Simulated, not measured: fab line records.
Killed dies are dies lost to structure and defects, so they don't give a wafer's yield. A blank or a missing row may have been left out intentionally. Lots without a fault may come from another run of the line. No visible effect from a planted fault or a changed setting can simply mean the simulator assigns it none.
Comparing a struck lot with a sound one :: flow gf180mcu :: 17 steps out of a route of 602
Sound: the wafers L945.2, L945.3, L945.4. Struck: wafers L949.2, L949.5, L949.6. The cause is named last.
At each step with rows: each side's tool, then ch and its chambers, then its first start. Under that, the readings that differ: sound wafers :: struck wafers :: difference of the means :: sigmas: that difference in standard deviations of wafers without a fault.
alike: readings with means less than 2 such deviations apart, plus words and numbers identical on both sides. not compared: withheld readings, readings lacking a value on some wafer, bounds such as >300 that could conceal the same value, and numbers that have no deviation in the record and whose values overlap.
A row with sigmas, a row that says differs or no value, or rows on one side alone: a step with any of these is where the two part. Non-overlapping numbers with no deviation appear without sigmas and do not part them. Lack of a reading on every wafer of one side parts them only where that side has two or more wafers.

first, 6 steps without rows for these wafers: GF_M1_HMDS_08 (prime time 60 s); GF_M1_COAT_09 (resist thk 1000 nm); GF_M1_SOFTBAKE_10 (time 60 s); GF_M1_EXPOSE_11 (exposes mask Metal1, target cd 230 nm); GF_M1_PEB_12 (peb time 90 s); GF_M1_DEVELOP_13 (develop time 60 s).
GF_M1_CD_MEAS_14: the cd target is 230 nm.
  struck on cdSem-02, day 21 19:24; sound on cdSem-01, day 20 13:57
reading: cdNm (nm)
sound: 228.2 228.0 228.3
struck: 230.8 231.6 231.1
difference: +3.0
sigmas: +2
GF_M1_OVL_MEAS_15:
  struck on overlay-01, day 21 19:31; sound on overlay-02, day 20 14:04
  alike: M1_OVL
GF_M1_METAL_ETCH_16: etches the open film in Cl2/BCl3, stops on SiO2, target depth 627.5 nm, time 104.6 s.
  sound on rieMetal-02 ch 0,1, day 20 14:05; struck on rieMetal-02 ch 1, day 21 19:34
reading: oesProductAu (a.u.)
sound: 0.976 0.986 0.977
struck: 0.958 0.968 0.966
difference: -0.016
sigmas: -2
  alike: chamberPressureMTorr, drypumpMotorCurrentA, throttleValvePct
  not compared: rfHoursCounterH
GF_M1_STRIP_17: strips in O2/N2.
  sound on plasmaAsher-01 ch 0,1, day 20 14:12; struck on plasmaAsher-03 ch 0,1, day 21 19:46
reading: stripTimeToEndpointS (s)
sound: 7.88 7.88 7.82
struck: 7.95 7.95 7.97
difference: +0.10
sigmas: +2
  alike: chamberPressureMTorr, drypumpMotorCurrentA, heaterPowerW, oesProductAu
  not compared: rfHoursCounterH
then, 2 steps without rows for these wafers: GF_M1_STRIP_18 (strips in post etch residue remover, time 1200 s); GF_M1_CLEAN_19 (cleans in DIW).
GF_V1_CVD_00: deposits SiO2, target thk 600 nm, time 100 s.
  sound on hdpcvd-01 ch 0,1,2, day 20 14:46; struck on hdpcvd-02 ch 0,2, day 21 20:17
  no value came back on the struck wafers for pressureMtorr (mTorr), runLengthS (s); on the sound wafers pressureMtorr (mTorr) reads 5.989 6.006 5.992
GF_V1_CVD_02: deposits SiO2 from TEOS, target thk 850 nm, time 94.851 s.
  sound on pecvd-02 ch 0,1, day 20 14:54; struck on pecvd-02 ch 0,1, day 21 20:26
  alike: heaterPowerOuterW, heaterPowerW
GF_V1_CMP_04: polishes SiO2.
  sound on cmp-01 ch 0,1,3, day 20 15:01; struck on cmp-02 ch 0,1, day 21 20:37
  alike: edgeZonePressureFrac, headPressurePsi, motorCurrentA
GF_V1_BOW_MEAS_05:
  struck on filmMetro-01, day 21 20:53; sound on filmMetro-02, day 20 15:20
reading: V1_BOW (um)
sound: 92 86 98
struck: 51 63 61
difference: -34
sigmas: -5
then, 1 step without rows for these wafers: GF_V1_DEHYDRATE_06 (time 60 s).

WHERE THEY PART
At GF_M1_CD_MEAS_14 first; at GF_V1_BOW_MEAS_05 last (within this record only).

WHY: the cause the simulator had injected
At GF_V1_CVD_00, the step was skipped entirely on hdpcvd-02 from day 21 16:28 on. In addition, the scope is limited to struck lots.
